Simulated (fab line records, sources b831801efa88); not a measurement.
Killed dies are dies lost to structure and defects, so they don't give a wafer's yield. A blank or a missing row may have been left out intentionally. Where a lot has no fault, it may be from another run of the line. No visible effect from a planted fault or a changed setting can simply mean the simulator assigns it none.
One fault seen from 2 desks    flow sfq-line    numbers are kept per desk, each desk with only its own; the story behind them comes last

## FOR THE TOOL OWNER'S DESK: rie-diel-04
The tool's own readings at SFQ_TRILAYER_I5_ETCH_VIA_ETCH_147 (etches the open film in CHF3, stops on Nb, target depth 360 nm): means of the sampled wafers that have a number, for each lot that ran on this tool. If a lot's mean is further than 4 standard deviations from the usual mean, the lot is out of limits and carries the mark OUT (the distance appears in the brackets).
Columns: A = bias-w at SFQ_TRILAYER_I5_ETCH_VIA_ETCH_147, usual 79.97 W; B = drypump-motor-current-A at SFQ_TRILAYER_I5_ETCH_VIA_ETCH_147, usual 5.4 A; C = oes-product-au at SFQ_TRILAYER_I5_ETCH_VIA_ETCH_147, usual 0.990 a.u.
lot   first seen here  A                B    C
L223  day 49 20:20     80.03            5.2  0.990
L226  day 50 09:32     79.90            5.1  0.988
L228  day 50 23:19     80.30            5.4  0.989
L234  day 60 00:01     80.04            5.1  0.988
L238  day 60 21:17     83.90 (+16) OUT  5.2  0.991
L243  day 63 21:38     79.83            5.2  0.995
This desk's verdict: out of limits on L238, starting with L238 at day 60 21:17 (bias-w at SFQ_TRILAYER_I5_ETCH_VIA_ETCH_147). L223, L226, L228, L234, L243: within limits.

## FROM THE METROLOGY DESK
Lot by lot, what the gauges showed, no matter which tool ran the lot: averages of those sampled wafers that carry a number. If a lot's mean is further than 4 standard deviations from the usual mean, the lot is out of limits and carries the mark OUT (the distance appears in the brackets).
Columns: A = I4_BOW at SFQ_I4_BOW_MEAS_927, usual 4 um
lot   first seen here  A
L221  day 35 01:22     4
L223  day 36 01:41     -6
L224  day 36 07:41     -9
L225  day 36 13:41     14
L226  day 36 16:42     13
L228  day 37 10:43     9
L229  day 37 13:20     13
L234  day 40 23:40     6
L238  day 42 16:41     3
L241  day 44 01:54     8
L242  day 44 16:59     1
L243  day 44 22:59     11
L244  day 45 13:59     7
Result from this desk: across the 13 lots, nothing is out of limits.

## PUT TOGETHER
On L238, at day 60 21:17, an alarm was possible from the tool owner's desk.
Metrology desk: nothing out of limits seen.
The metrology desk holds a record of L238, inside its limits.
Of the lots named, all ran SFQ_TRILAYER_I5_ETCH_VIA_ETCH_147 on rie-diel-04.

## WHAT THE SIMULATOR HAD INSERTED
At SFQ_TRILAYER_I5_ETCH_VIA_ETCH_147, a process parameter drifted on rie-diel-04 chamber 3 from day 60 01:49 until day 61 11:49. From 80, the setting bias-w moved by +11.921. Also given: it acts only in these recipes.
Lots struck among those shown: L238.
Hours from the fault's start to each desk's first reading out of limits: the tool owner's desk, 19.
